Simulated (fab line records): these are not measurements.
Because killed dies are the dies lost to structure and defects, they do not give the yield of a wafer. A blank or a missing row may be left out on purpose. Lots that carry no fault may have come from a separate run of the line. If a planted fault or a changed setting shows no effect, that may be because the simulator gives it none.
The same fault as seen by 2 desks / flow gf180mcu / numbers are kept per desk, each desk with only its own; the story behind them comes last

== AT THE METROLOGY DESK ==
Means of the sampled wafers that have a number, per lot and without regard to the tool the lot ran on: this is what the gauges read. The brackets show how far a lot's mean lies from the usual mean; more than 4 standard deviations puts the lot out of limits, marked OUT.
Columns: A = LVPWELL_RS at GF_VT_IMPLANT_RS_MEAS_48, usual 1196.1 ohm/sq; B = cd-nm at GF_HV_LDD_CD_MEAS_31, usual 398.9 nm
lot=L454; first seen here=day 7 15:51; A=1194.1; B=399.4
lot=L455; first seen here=day 7 20:05; A=1196.1; B=395.6
lot=L456; first seen here=day 8 01:29; A=1199.4; B=403.0
lot=L457; first seen here=day 8 09:34; A=1195.7; B=401.9
lot=L458; first seen here=day 8 17:22; A=1198.6; B=394.5
lot=L459; first seen here=day 9 01:52; A=1193.7; B=400.0
lot=L460; first seen here=day 9 12:32; A=1197.9; B=398.2
lot=L461; first seen here=day 9 12:46; A=1193.5; B=397.9
lot=L462; first seen here=day 9 22:46; A=1197.2; B=398.3
lot=L463; first seen here=day 10 12:57; A=1196.4; B=397.7
lot=L469; first seen here=day 11 20:29; A=1195.6; B=400.6
lot=L475; first seen here=day 13 13:16; A=1199.3; B=402.3
lot=L476; first seen here=day 13 20:36; A=1196.3; B=401.2
Result from this desk: across the 13 lots, nothing is out of limits.

== THE TOOL OWNER'S DESK: rie-diel-01 ==
The tool's own readings at GF_STI_ETCH_13 (etches the open film in CHF3/O2, stops on Si, target depth 282.31 nm, time 112.9 s): means of the sampled wafers that have a number, for each lot that ran on this tool. The brackets show how far a lot's mean lies from the usual mean; more than 4 standard deviations puts the lot out of limits, marked OUT.
Columns: A = drypump-motor-current-A at GF_STI_ETCH_13, usual 5.7 A; B = oes-product-au at GF_STI_ETCH_13, usual 0.832 a.u.; C = throttle-valve-pct at GF_STI_ETCH_13, usual 8.810 %
lot=L454; first seen here=day 2 02:22; A=6.0; B=0.831; C=8.809
lot=L455; first seen here=day 2 08:04; A=6.0; B=0.837; C=8.811
lot=L456; first seen here=day 2 11:05; A=5.9; B=0.831; C=8.808
lot=L459; first seen here=day 3 02:56; A=6.0; B=0.822; C=8.808
lot=L463; first seen here=day 4 00:19; A=6.0; B=0.838; C=8.805
lot=L469; first seen here=day 5 07:02; A=5.8; B=0.815; C=8.815
Result from this desk: across the 6 lots, nothing is out of limits.

== PUT TOGETHER ==
At the metrology desk, nothing out of limits was observed.
The desk of the tool owner found nothing out of limits.

== WHAT HAD BEEN PUT IN BY THE SIMULATOR ==
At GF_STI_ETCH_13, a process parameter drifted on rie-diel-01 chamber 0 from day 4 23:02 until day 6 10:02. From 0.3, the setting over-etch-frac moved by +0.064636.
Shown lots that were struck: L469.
